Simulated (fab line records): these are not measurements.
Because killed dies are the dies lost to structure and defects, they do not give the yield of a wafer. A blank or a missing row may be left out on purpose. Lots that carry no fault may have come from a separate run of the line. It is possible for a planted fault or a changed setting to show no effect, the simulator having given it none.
A single fault, viewed from 2 desks / flow gf180mcu / each desk has only its own numbers; what lay behind them comes last

== DESK OF THE TOOL OWNER: litho-track-03 ==
The tool's own readings at GF_DNWELL_COAT_02 (resist thk 3000 nm): means of the sampled wafers that have a number, for each lot that ran on this tool. Any lot whose mean is over 4 standard deviations away from the usual mean is out of limits and marked OUT; that distance is given in the brackets.
Columns: A = spin-speed-rpm at GF_DNWELL_COAT_02, usual 2000.1 rpm
lot=L148; first seen here=day 4 15:31; A=1923.9 (-51) OUT
lot=L150; first seen here=day 5 02:37; A=1922.4 (-52) OUT
This desk's verdict: out of limits on L148, L150, starting with L148 at day 4 15:31 (spin-speed-rpm at GF_DNWELL_COAT_02). In limits: none.

== THE METROLOGY DESK ==
Means of the sampled wafers that have a number, per lot and without regard to the tool the lot ran on: this is what the gauges read. Any lot whose mean is over 4 standard deviations away from the usual mean is out of limits and marked OUT; that distance is given in the brackets.
Columns: A = SAB_CVD_00_THK at GF_SAB_THK_MEAS_01, usual 49.8 nm
lot=L139; first seen here=day 14 12:46; A=48.6
lot=L140; first seen here=day 14 22:44; A=50.0
lot=L141; first seen here=day 15 00:24; A=50.0
lot=L144; first seen here=day 16 09:35; A=50.6
lot=L148; first seen here=day 17 17:34; A=50.3
lot=L150; first seen here=day 18 10:08; A=49.5
lot=L151; first seen here=day 18 20:59; A=49.7
lot=L152; first seen here=day 19 06:48; A=50.1
lot=L153; first seen here=day 19 23:11; A=49.6
lot=L154; first seen here=day 20 09:29; A=49.8
lot=L155; first seen here=day 20 19:45; A=49.1
lot=L156; first seen here=day 20 20:04; A=49.0
lot=L161; first seen here=day 22 08:05; A=50.3
Result from this desk: across the 13 lots, nothing is out of limits.

== TAKEN TOGETHER ==
The tool owner's desk had the chance to raise an alarm at day 4 15:31 on L148, L150.
Nothing out of limits was seen by the metrology desk.
The metrology desk holds a record of L148, L150, inside its limits.
Of the lots named, all ran GF_DNWELL_COAT_02 on litho-track-03.

== WHAT THE SIMULATOR HAD PUT IN ==
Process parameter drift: litho-track-03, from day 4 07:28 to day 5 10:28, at GF_DNWELL_COAT_02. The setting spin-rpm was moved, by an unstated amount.
Struck lots among those shown: L148, L150.
Time in hours from fault onset to the first out-of-limits reading at each desk: the tool owner's desk, 8.
